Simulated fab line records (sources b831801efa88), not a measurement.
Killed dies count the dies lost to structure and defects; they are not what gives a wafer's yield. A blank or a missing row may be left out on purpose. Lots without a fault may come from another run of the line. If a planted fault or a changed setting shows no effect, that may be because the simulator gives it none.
A struck lot beside a sound one    flow sky130    43 out of 708 route steps
Sound: the wafers L788.3, L788.5, L788.6. The struck wafers were L796.1, L796.2, L796.5. The cause is named last.
Per side, at each step with rows, come the tool, then ch with its chambers, and then its first start. Under that, the readings that differ: sound wafers    struck wafers    difference of the means    sigmas: that difference in standard deviations of wafers without a fault.
alike: readings whose means differ by less than 2 such deviations, and words and numbers that are the same on both sides. not compared: withheld readings, readings that some wafer has no value for, bounds like >300 that may hide the same value, and numbers for which the record gives no deviation and whose values overlap.
A row with sigmas, a row that says differs or no value, or rows on one side alone: a step with any of these is where the two part. Numbers that don't overlap but have no deviation are shown without sigmas and don't part them. Lack of a reading on every wafer of one side parts them only where that side has two or more wafers.

SKY_CAP2M_THK_MEAS_04: measures by xrf.
  sound: filmMetro-04 at day 41 04:33; struck: filmMetro-01 at day 44 06:23
  alike: CAP2M_TIN_THK
then, 7 steps without rows for these wafers: SKY_CAP2M_DEHYDRATE_05 (time 60 s); SKY_CAP2M_HMDS_06 (prime time 60 s); SKY_CAP2M_COAT_07 (resist thk 1140 nm); SKY_CAP2M_SOFTBAKE_08 (time 60 s); SKY_CAP2M_EXPOSE_09 (exposes mask CAP2M, target cd 1000 nm); SKY_CAP2M_PEB_10; SKY_CAP2M_DEVELOP_11 (develop time 60 s).
SKY_CAP2M_OVL_MEAS_12:
  sound: overlay-02 at day 42 02:40; struck: overlay-02 at day 45 03:10
reading         sound        struck          difference  sigmas
CAP2M_OVL (nm)  0.9 1.1 2.6  -3.7 -3.8 -3.9  -5.3        -3
then, 3 steps without rows for these wafers: SKY_CAP2M_METAL_ETCH_13 (etches TiN in Cl2/BCl3, stops on SiO2, target depth 220 nm, time 62.9 s); SKY_CAP2M_STRIP_14 (strips in O2/N2); SKY_CAP2M_STRIP_15 (strips in post etch residue remover, time 1200 s).
SKY_CAP2M_CLEAN_16: cleans in IPA, time 180 s.
  sound on wetBench-03 ch 0, day 42 03:17; struck on wetBench-02 ch 1, day 45 03:43
then, 9 steps without rows for these wafers: SKY_CAP2M_CLEAN_17 (cleans in O3/DIW); SKY_METAL4_DEHYDRATE_05 (time 60 s); SKY_METAL4_HMDS_06 (prime time 60 s); SKY_METAL4_COAT_07 (resist thk 60 nm); SKY_METAL4_COAT_08 (resist thk 1140 nm); SKY_METAL4_SOFTBAKE_09 (time 90 s); SKY_METAL4_EXPOSE_10 (exposes mask MM4, target cd 300 nm); SKY_METAL4_PEB_11; SKY_METAL4_DEVELOP_12 (develop time 60 s).
SKY_METAL4_CD_MEAS_13: the cd target is 300 nm.
  sound: cdSem-01 at day 43 02:02; struck: cdSem-01 at day 46 01:01
reading    sound              struck             difference  sigmas
cdNm (nm)  298.8 299.1 300.6  302.7 302.7 302.7  +3.2        +2
SKY_METAL4_OVL_MEAS_14:
  sound: overlay-02 at day 43 02:07; struck: overlay-02 at day 46 01:08
  alike: METAL4_OVL
then, 1 step without rows for these wafers: SKY_METAL4_DESCUM_15 (chemistry O2, time 8 s).
SKY_METAL4_ETCH_16: etches BARC in N2/H2, stops on SiO2, time 88.2 s, target depth 60 nm.
  sound on rieMetal-02 ch 0,1, day 43 02:13; struck on rieMetal-03 ch 0,1, day 46 01:11
  alike: drypumpMotorCurrentA, oesProductAu, throttleValvePct
  not compared: rfHoursCounterH
SKY_METAL4_ETCH_17: etches SiO2 in C4F8/O2/Ar, stops on TiN, time 3.9 s, target depth 15 nm.
  sound on rieDiel-01 ch 0,2,3, day 43 02:17; struck on rieDiel-01 ch 0,3, day 46 01:17
  alike: oesProductAu
SKY_METAL4_METAL_ETCH_18: etches the open film in Cl2/BCl3, stops on SiO2, target depth 845 nm, time 183.1 s.
  sound on rieMetal-03 ch 0,1, day 43 02:22; struck on rieMetal-02 ch 0,1, day 46 01:19
  alike: drypumpMotorCurrentA, oesProductAu, throttleValvePct
  not compared: rfHoursCounterH
SKY_METAL4_STRIP_19: strips in O2/N2.
  sound on plasmaAsher-02 ch 0,1, day 43 02:31; struck on plasmaAsher-01 ch 0,1, day 46 01:29
  alike: drypumpMotorCurrentA, oesProductAu, stripTimeToEndpointS
  not compared: rfHoursCounterH
then, 4 steps without rows for these wafers: SKY_METAL4_STRIP_20 (strips in post etch residue remover, time 1200 s); SKY_METAL4_CLEAN_21 (cleans in IPA, time 180 s); SKY_METAL4_CLEAN_22 (cleans in O3/DIW); SKY_VIA4_HDPCVD_00 (deposits SiO2, target thk 1750 nm, time 291.7 s).
SKY_VIA4_THK_MEAS_01:
  sound: filmMetro-01 at day 43 03:47; struck: filmMetro-03 at day 46 02:37
  alike: VIA4_HDPCVD_THK
SKY_VIA4_CMP_02: polishes SiO2.
  sound on cmp-01 ch 0,1, day 43 04:03; struck on cmp-01 ch 0,2,3, day 46 02:43
  alike: motorCurrentA, retainingRingPressureFrac
SKY_VIA4_BOW_MEAS_03:
  sound: filmMetro-02 at day 43 04:23; struck: filmMetro-02 at day 46 02:58
reading        sound     struck    difference  sigmas
VIA4_BOW (um)  61 66 64  96 85 84  +25         +3
then, 6 steps without rows for these wafers: SKY_VIA4_DEHYDRATE_04 (time 60 s); SKY_VIA4_HMDS_05 (prime time 60 s); SKY_VIA4_COAT_06 (resist thk 1140 nm); SKY_VIA4_SOFTBAKE_07 (time 60 s); SKY_VIA4_EXPOSE_08 (exposes mask VIM4, target cd 800 nm); SKY_VIA4_PEB_09.
-- the record jumps here: 4 days lie between the struck wafers' starts before and after (it left off in module VIA4 and takes up again in module PAD_OPEN, whose first step shown is number 708 of the route) --
SKY_PAD_OPEN_PROBE_99:
  sound: prober-01 at day 46 22:22; struck: prober-01 at day 49 16:52
reading        sound  struck   difference  sigmas
killedAtOther  0 0 0  9 10 10  +10         +16
  alike: defectLimitedYield, killed_at_M0_to_M3, killed_at_M4_up, killedAtContacts, killedAtFrontEnd, killedDies, killedOpen, killedShort, sort_bin_3_pad_short, sort_bin_5_function, sort_bin_6_memory, sortNPass, sortYieldPct

WHERE THEY PART
At SKY_CAP2M_OVL_MEAS_12 first; at SKY_PAD_OPEN_PROBE_99 last (within this record only).

WHY: what had been put in by the simulator
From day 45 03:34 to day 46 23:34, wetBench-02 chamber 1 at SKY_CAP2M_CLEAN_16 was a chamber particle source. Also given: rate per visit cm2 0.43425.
